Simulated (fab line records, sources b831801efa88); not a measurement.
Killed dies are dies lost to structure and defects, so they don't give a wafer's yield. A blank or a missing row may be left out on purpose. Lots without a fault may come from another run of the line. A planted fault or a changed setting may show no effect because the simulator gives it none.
Tool commonality check | flow gf180mcu | 12 lots, 35 wafers sampled

WHY IT WAS OPENED
At GF_M2_RS_MEAS_05 the reading M2_ALCU_RS is flagged on 3 of 12 lots. Wafers without a fault read 0.0701 ohm/sq, standard deviation 0.00076.
Rule: a lot is flagged when every wafer of it that has a number lies more than 4 standard deviations from that mean, or none has a number. The other lots count as sound.

lot  | measured     | on            | M2_ALCU_RS (ohm/sq), wafer by wafer | flag
L560 | day 18 10:20 | film_metro-02 | 0.0700 0.0703 0.0704                |
L563 | day 19 14:24 | film_metro-03 | 0.0693 0.0703 0.0691                |
L567 | day 21 07:17 | film_metro-02 | 0.0704 0.0692                       |
L568 | day 21 09:35 | film_metro-03 | 0.0604 0.0598 0.0598                | FLAGGED
L570 | day 22 00:22 | film_metro-02 | 0.0599 0.0606 0.0607                | FLAGGED
L572 | day 22 19:56 | film_metro-04 | 0.0598 0.0604 0.0605                | FLAGGED
L577 | day 24 08:26 | film_metro-02 | 0.0700 0.0716 0.0709                |
L578 | day 24 22:08 | film_metro-04 | 0.0704 0.0711 0.0698                |
L580 | day 25 05:02 | film_metro-04 | 0.0695 0.0690 0.0693                |
L581 | day 25 15:02 | film_metro-04 | 0.0717 0.0708 0.0698                |
L582 | day 26 00:55 | film_metro-04 | 0.0703 0.0698 0.0699                |
L583 | day 26 05:14 | film_metro-02 | 0.0709 0.0701 0.0706                |
The numbers of the flagged lots are 0.0602 ohm/sq on average: -0.0099 ohm/sq against the usual, or -13 standard deviations.

WHICH TOOL RAN EACH LOT
The record holds 3 process steps before the reading, out of a route of 602 steps. In each cell: the tool, then ch and the chambers that the sampled wafers went through, then the start.
lot  | flag    | GF_CONTACT_CVD_24             | GF_M1_SPUTTER_04             | GF_M2_SPUTTER_02
L560 |         | cvd_w-01 ch 0,1, day 16 07:28 | pvd_sputter-03, day 16 08:28 | pvd_sputter-02, day 18 10:13
L563 |         | cvd_w-02 ch 1, day 17 09:53   | pvd_sputter-01, day 17 10:48 | pvd_sputter-03, day 19 14:17
L567 |         | cvd_w-01 ch 0,1, day 19 02:29 | pvd_sputter-01, day 19 03:16 | pvd_sputter-01, day 21 07:11
L568 | FLAGGED | cvd_w-02 ch 0,1, day 19 05:19 | pvd_sputter-04, day 19 06:05 | pvd_sputter-01, day 21 09:30
L570 | FLAGGED | cvd_w-02 ch 0, day 19 20:32   | pvd_sputter-04, day 19 21:17 | pvd_sputter-01, day 22 00:17
L572 | FLAGGED | cvd_w-02 ch 0,1, day 20 17:22 | pvd_sputter-03, day 20 18:09 | pvd_sputter-01, day 22 19:50
L577 |         | cvd_w-01 ch 0,1, day 22 07:34 | pvd_sputter-04, day 22 08:20 | pvd_sputter-02, day 24 08:20
L578 |         | cvd_w-01 ch 0,1, day 22 21:34 | pvd_sputter-04, day 22 22:20 | pvd_sputter-03, day 24 22:02
L580 |         | cvd_w-01 ch 1, day 23 04:55   | pvd_sputter-04, day 23 05:41 | pvd_sputter-01, day 25 04:55
L581 |         | cvd_w-02 ch 0,1, day 23 15:41 | pvd_sputter-04, day 23 16:26 | pvd_sputter-03, day 25 14:56
L582 |         | cvd_w-02 ch 0,1, day 24 01:43 | pvd_sputter-03, day 24 02:28 | pvd_sputter-01, day 26 00:49
L583 |         | cvd_w-01 ch 0,1, day 24 06:55 | pvd_sputter-01, day 24 07:38 | pvd_sputter-01, day 26 05:07
What these steps do:
- GF_CONTACT_CVD_24: deposits W, target thk 300 nm, time 90.339 s.
- GF_M1_SPUTTER_04: material TiN, target thk 50 nm, time 41.7 s.
- GF_M2_SPUTTER_02: material AlCu, target thk 450 nm, time 23.9 s.
- GF_M2_RS_MEAS_05: measures by four-point-probe.

FLAGGED OVER TOTAL, TOOL BY TOOL (the gauges that took the reading come last)
step              | tool           | lots run | flagged | share of the flagged lots | sound lots run after its first flagged lot
GF_CONTACT_CVD_24 | cvd_w-01       | 6        | 0       | none                      | -
GF_CONTACT_CVD_24 | cvd_w-02       | 6        | 3       | all                       | 2 (L581,L582)
GF_M1_SPUTTER_04  | pvd_sputter-01 | 3        | 0       | none                      | -
GF_M1_SPUTTER_04  | pvd_sputter-03 | 3        | 1       | some                      | 1 (L582)
GF_M1_SPUTTER_04  | pvd_sputter-04 | 6        | 2       | some                      | 4 (L577,L578,L580,L581)
GF_M2_SPUTTER_02  | pvd_sputter-01 | 7        | 3       | all                       | 3 (L580,L582,L583)
GF_M2_SPUTTER_02  | pvd_sputter-02 | 2        | 0       | none                      | -
GF_M2_SPUTTER_02  | pvd_sputter-03 | 3        | 0       | none                      | -
GF_M2_RS_MEAS_05  | film_metro-02  | 5        | 1       | some                      | 2 (L577,L583)
GF_M2_RS_MEAS_05  | film_metro-03  | 2        | 1       | some                      | 0
GF_M2_RS_MEAS_05  | film_metro-04  | 5        | 1       | some                      | 4 (L578,L580,L581,L582)

WHAT THE TABLE ALLOWS
2 rows of the table ran every flagged lot: cvd_w-02 at GF_CONTACT_CVD_24, pvd_sputter-01 at GF_M2_SPUTTER_02.
- cvd_w-02 at GF_CONTACT_CVD_24: 3 of its 6 lots flagged. Sound lots ran on it after the first flagged one (L581, L582), which a lasting fault on the whole tool wouldn't allow.
- pvd_sputter-01 at GF_M2_SPUTTER_02: 3 of its 7 lots flagged. Sound lots ran on it after the first flagged one (L580, L582, L583), which a lasting fault on the whole tool wouldn't allow. Its own readings lie more than 4 standard deviations out on every wafer of the flagged lots: cathode_dc_power_W.
No row of the table ran every flagged lot and no sound lot after the first.

WHAT THE SIMULATOR HAD PUT IN
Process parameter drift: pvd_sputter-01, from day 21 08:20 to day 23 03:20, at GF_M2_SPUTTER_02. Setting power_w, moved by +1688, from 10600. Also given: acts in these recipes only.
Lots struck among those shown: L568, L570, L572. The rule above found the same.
